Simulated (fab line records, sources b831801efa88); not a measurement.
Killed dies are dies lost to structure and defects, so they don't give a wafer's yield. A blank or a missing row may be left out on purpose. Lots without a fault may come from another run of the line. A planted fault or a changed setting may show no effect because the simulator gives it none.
A struck lot beside a sound one | flow sky130 | 24 steps out of a route of 708
Sound: wafers L407.2, L407.4, L407.5. Struck: wafers L416.2, L416.5, L416.6. The cause comes at the end.
At each step with rows: each side's tool, then ch and its chambers, then its first start. Under that, the readings that differ: sound wafers | struck wafers | difference of the means | sigmas: that difference in standard deviations of wafers without a fault.
alike: readings whose means differ by less than 2 such deviations, and words and numbers that are the same on both sides. not compared: withheld readings, readings that some wafer has no value for, bounds like >300 that may hide the same value, and numbers for which the record gives no deviation and whose values overlap.
The two part at a step that has a row with sigmas, a row that says differs or no value, or rows on one side only. Numbers that don't overlap but have no deviation are shown without sigmas and don't part them. A reading that every wafer of one side lacks parts them only if that side has two wafers or more.

first, 2 steps without rows for these wafers: SKY_POLY_GATE_CLEAN_19 (cleans in SC1/SC2, time 150 s); SKY_POLY_GATE_OXIDATION_20 (stabilise 600 s, purge 300 s, target thk 4 nm).
SKY_POLY_GATE_THK_MEAS_21:
  sound on film_metro-03, day 18 07:09; struck on film_metro-02, day 21 12:05
  alike: POLY_GATE_OXIDATION_THK
SKY_POLY_GATE_CD_MEAS_22:
  sound on cd_sem-02, day 18 07:14; struck on cd_sem-02, day 21 12:10
  alike: cd_nm
then, 7 steps without rows for these wafers: SKY_LDD_N_DEHYDRATE_00 (time 60 s); SKY_LDD_N_HMDS_01 (prime time 60 s); SKY_LDD_N_COAT_02 (resist thk 300 nm); SKY_LDD_N_SOFTBAKE_03 (time 60 s); SKY_LDD_N_EXPOSE_04 (exposes mask NTM, target cd 840 nm); SKY_LDD_N_PEB_05; SKY_LDD_N_DEVELOP_06 (develop time 60 s).
SKY_LDD_N_OVL_MEAS_07:
  sound on overlay-02, day 19 13:52; struck on overlay-01, day 22 18:04
  alike: LDD_N_OVL
SKY_LDD_N_IMPLANT_08:
  sound on implanter-04 ch 0, day 19 13:55; struck on implanter-04 ch 0, day 22 18:07
  reading            | sound                         | struck                           | difference  | sigmas
  beam_on_s (s)      | 10.09 10.29 10.19             | 87.94 85.56 88.02                | +76.98      | +99 or more
  dose_ions_cm2      | 7.496e+13 7.513e+13 7.494e+13 | 9.3383e+14 9.3386e+14 9.3393e+14 | +8.5886e+14 | +99 or more
  faraday_current_uA | 419 411 416                   | 598 614 597                      | +188        | +19
then, 7 steps without rows for these wafers: SKY_LDD_N_IMPLANT_09; SKY_LDD_N_IMPLANT_10; SKY_LDD_N_IMPLANT_11; SKY_LDD_N_IMPLANT_12; SKY_LDD_N_IMPLANT_13; SKY_LDD_N_IMPLANT_14; SKY_LDD_N_IMPLANT_15.
SKY_LDD_N_STRIP_16: strips in O2/N2.
  sound on plasma_asher-04 ch 0,1, day 19 15:05; struck on plasma_asher-04 ch 0,1, day 22 19:17
  reading                      | sound             | struck            | difference | sigmas
  strip_time_to_endpoint_s (s) | 4.308 4.346 4.324 | 5.979 5.996 6.002 | +1.666     | +99 or more
  alike: drypump_motor_current_A, oes_product_au
  not compared: rf_hours_counter_h
SKY_LDD_N_TW_MEAS_17:
  sound on film_metro-03, day 19 15:12; struck on film_metro-02, day 22 19:24
  reading  | sound          | struck         | difference | sigmas
  LDD_N_TW | 2652 2637 2632 | 3034 3038 3033 | +395       | +14
then, 1 step without rows for these wafers: SKY_LDD_P_DEHYDRATE_00 (time 60 s).
-- the record jumps here: 26 days lie between the struck wafers' starts before and after (it left off in module LDD_P and takes up again in module PAD_OPEN, whose first step shown is number 708 of the route) --
SKY_PAD_OPEN_PROBE_99:
  sound on prober-02, day 47 02:20; struck on prober-01, day 49 01:47
  reading                                   | sound             | struck            | difference | sigmas
  model.etest.tip_n.rs_ohm_sq               | 443.9 442.5 444.4 | 233.8 235.9 235.1 | -208.7     |
  model.etest.nfet_01v8.r_on_ohm_um         | 865.2 827.1 860.8 | 758 736.9 771.1   | -96        |
  model.etest.nfet_01v8_lvt.drive_ua_um     | 559.6 576.3 557.5 | 640.1 649 637.3   | +77.7      |
  model.etest.nfet_01v8_turned.drive_ua_um  | 488.8 505.2 488.2 | 564 577.8 567.9   | +76        |
  model.etest.nfet_01v8.drive_ua_um         | 490.1 510.3 490.3 | 563.9 574.1 565.4 | +70.9      |
  model.etest.sram_nfet_pass.drive_ua_um    | 470.8 465.7 469.1 | 544.5 536.5 566.1 | +80.5      |
  model.etest.nfet_01v8_swapped.drive_ua_um | 488.4 501 491.4   | 542.1 556.7 547.4 | +55.1      |
  model.etest.licon_ndiff.rc_ohm            | 182.6 187.2 187.5 | 167.3 168.8 180.4 | -13.6      |
  alike: killed_at_M0_to_M3, killed_at_M4_up, killed_at_contacts, killed_at_front_end, killed_at_other, killed_dies, killed_open, killed_short

WHERE THEY PART
First at SKY_LDD_N_IMPLANT_08; last, within this record, at SKY_LDD_N_TW_MEAS_17. Later steps at which nothing parts them and some readings are alike: SKY_PAD_OPEN_PROBE_99.

WHY: what the simulator had put in
Process parameter drift: implanter-04, from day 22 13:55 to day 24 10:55, at SKY_LDD_N_IMPLANT_08. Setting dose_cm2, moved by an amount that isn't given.
